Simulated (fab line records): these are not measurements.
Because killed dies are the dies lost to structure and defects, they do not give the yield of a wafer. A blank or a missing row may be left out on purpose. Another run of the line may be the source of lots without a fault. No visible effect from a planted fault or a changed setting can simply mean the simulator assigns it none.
A struck lot beside a sound one / flow sky130 / 15 out of 708 route steps
Sound: these wafers, L694.2, L694.4, L694.6. Struck: wafers L707.1, L707.2, L707.3. The cause comes at the end.
Each step with rows lists, per side, the tool, then ch with its chambers, then its first start. Under that, the readings that differ: sound wafers / struck wafers / difference of the means / sigmas: that difference in standard deviations of wafers without a fault.
alike: readings with means less than 2 such deviations apart, plus words and numbers identical on both sides. not compared: withheld readings, readings lacking a value on some wafer, bounds such as >300 that could conceal the same value, and numbers that have no deviation in the record and whose values overlap.
Wherever a step has rows on one side only, a row that says differs or no value, or a row with sigmas, the two part there. Non-overlapping numbers with no deviation appear without sigmas and do not part them. Lack of a reading on every wafer of one side parts them only where that side has two or more wafers.

first, 1 step without rows for these wafers: SKY_VIA1_CMP_24 (polishes, stops on SiO2, t overpolish 15 s, target thk 0 nm).
SKY_METAL2_SPUTTER_00: material Ti, target thk 15 nm, time 10 s.
  sound on pvd_sputter-02 at day 36 00:40; struck on pvd_sputter-03 at day 39 16:35
  alike: throttle_valve_pct
SKY_METAL2_SPUTTER_01: material TiN, target thk 20 nm, time 16.7 s.
  sound on pvd_sputter-02 at day 36 00:42; struck on pvd_sputter-03 at day 39 16:36
  alike: throttle_valve_pct
SKY_METAL2_SPUTTER_02: material AlCu, target thk 250 nm, time 13.3 s.
  sound on pvd_sputter-02 at day 36 00:43; struck on pvd_sputter-03 at day 39 16:38
  alike: throttle_valve_pct
SKY_METAL2_SPUTTER_03: material Ti, target thk 5 nm, time 3.3 s.
  sound on pvd_sputter-02 at day 36 00:45; struck on pvd_sputter-03 at day 39 16:39
  alike: throttle_valve_pct
SKY_METAL2_SPUTTER_04: material TiN, target thk 70 nm, time 58.3 s.
  sound on pvd_sputter-02 at day 36 00:46; struck on pvd_sputter-03 at day 39 16:40
  alike: throttle_valve_pct
SKY_METAL2_RS_MEAS_05: measures by four-point-probe.
  sound on film_metro-04 at day 36 00:50; struck on film_metro-03 at day 39 16:43
  alike: METAL2_ALCU_RS
SKY_METAL2_THK_MEAS_06: measures by xrf.
  sound on film_metro-04 at day 36 00:56; struck on film_metro-03 at day 39 16:50
  alike: METAL2_ALCU_THK
then, 4 steps without rows for these wafers: SKY_METAL2_DEHYDRATE_07 (time 60 s); SKY_METAL2_HMDS_08 (prime time 60 s); SKY_METAL2_COAT_09 (resist thk 60 nm); SKY_METAL2_COAT_10 (resist thk 450 nm).
SKY_METAL2_SOFTBAKE_11: time 90 s.
  sound on litho_track-03 ch 0, day 36 14:00; struck on litho_track-01 ch 0, day 40 06:00
reading=chill_plate_temp_C (C); sound=23.18 23.27 23.14; struck=22.80 22.80 22.92; difference=-0.36; sigmas=-3
reading=run_length_s (s); sound=119.38 119.48 119.24; struck=145.89 145.85 145.87; difference=+26.50; sigmas=+99 or more
then, 1 step without rows for these wafers: SKY_METAL2_EXPOSE_12 (exposes mask MM2, target cd 140 nm).
SKY_PAD_OPEN_PROBE_99:
  the record holds rows for the sound wafers here (prober-02, day 47 09:50) but none for the struck ones

## WHERE THEY PART
First at SKY_METAL2_SOFTBAKE_11; last, within this record, at SKY_PAD_OPEN_PROBE_99.

WHY: what the simulator had put in
Process parameter drift: litho_track-01, from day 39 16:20 on, at SKY_METAL2_SOFTBAKE_11. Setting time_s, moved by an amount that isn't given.
